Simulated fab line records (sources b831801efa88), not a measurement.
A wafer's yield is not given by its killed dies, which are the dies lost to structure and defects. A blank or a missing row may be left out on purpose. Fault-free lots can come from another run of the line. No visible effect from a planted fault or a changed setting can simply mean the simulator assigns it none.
Problem report in the 8D (eight disciplines) form, filled by code + flow sky130 + the parts of the form that need people (team, actions taken, sign-off) are left out

1. WHAT IS WRONG
At SKY_METAL3_SPUTTER_04, chamber_pressure_pa averages 0.5109 Pa over 6 wafers from 2 lots, while fault-free wafers read 0.4000 Pa, standard deviation 0.00077. So: +99 or more standard deviations from the usual mean.
The step: material TiN, target thk 70 nm, time 58.3 s.
First observed at day 40 06:08: wafer L132.1, on pvd_sputter-01. At this step, 36 wafers from 12 lots have a number in the record. By rule, "out" or "out of limits" means more than 4 standard deviations away from the usual mean. All remaining wafers that have a number are taken as sound.

2. WHAT IT IS; WHAT IT IS NOT
| question                    | is                     | is not                                                                                             |
|-----------------------------|------------------------|----------------------------------------------------------------------------------------------------|
| which readings at this step | chamber_pressure_pa    | cathode_dc_power_W                                                                                 |
| which lots                  | L131, L132             | L121, L122, L123, L126, L139, L140, L141, L142, L143, L144                                         |
| which wafers of those lots  | all that have a number | -                                                                                                  |
| read on which tools         | pvd_sputter-01         | pvd_sputter-02, pvd_sputter-04                                                                     |
| when                        | from day 40 06:08      | up to then (12 sound wafers); but 18 sound wafers of L139, L140, L141, L142, L143, L144 came after |

3. THE SUSPECTS, EACH WITH WHAT RULES IT OUT
Counting: any tool at a process step up to the reading is kept as a suspect provided that every lot that is out went through it and no sound lot did after the first of them.
- pvd_sputter-01 at SKY_METAL3_SPUTTER_01 (material TiN, target thk 20 nm, time 16.7 s): ruled out as a lasting fault. Following L132 (day 40 06:04), the first lot on it that is out, the sound lots L139, L140 were run on it.
- pvd_sputter-01 at SKY_METAL3_SPUTTER_04 (material TiN, target thk 70 nm, time 58.3 s): ruled out as a lasting fault. Following L132 (day 40 06:08), the first lot on it that is out, the sound lots L139, L140 were run on it.
Left after counting: nothing in the record.

4. THE CAUSE (what the simulator had put in)
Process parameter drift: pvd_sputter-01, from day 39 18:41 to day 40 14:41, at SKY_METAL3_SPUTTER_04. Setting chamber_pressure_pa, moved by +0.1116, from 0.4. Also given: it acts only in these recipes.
Counting ruled it out, wrongly.

5. THE EFFECT CHAIN, in route order
Each row: a reading whose mean over the struck wafers that have a number lies more than 3 standard deviations from the usual. Only readings whose record carries a usual standard deviation are examined. hours: median over the lots of the time between each lot's start at the first step of this table that gives one and its start at this step. sigmas: the change, counted in usual standard deviations.
| hours | step                  | reading             | usual     | on struck wafers | change  | sigmas      |
|-------|-----------------------|---------------------|-----------|------------------|---------|-------------|
| 0     | SKY_METAL3_SPUTTER_04 | chamber_pressure_pa | 0.4000 Pa | 0.5109           | +0.1109 | +99 or more |
| 0     | SKY_METAL3_SPUTTER_04 | throttle_valve_pct  | 29.9 %    | 26.6             | -3.3    | -3.4        |
Process steps it contains:
- SKY_METAL3_SPUTTER_04: material TiN, target thk 70 nm, time 58.3 s.

6. WHAT WOULD HAVE CAUGHT IT SOONER
First out-of-limits reading in this record: day 40 06:08, which is 11 hours after fault onset at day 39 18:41.
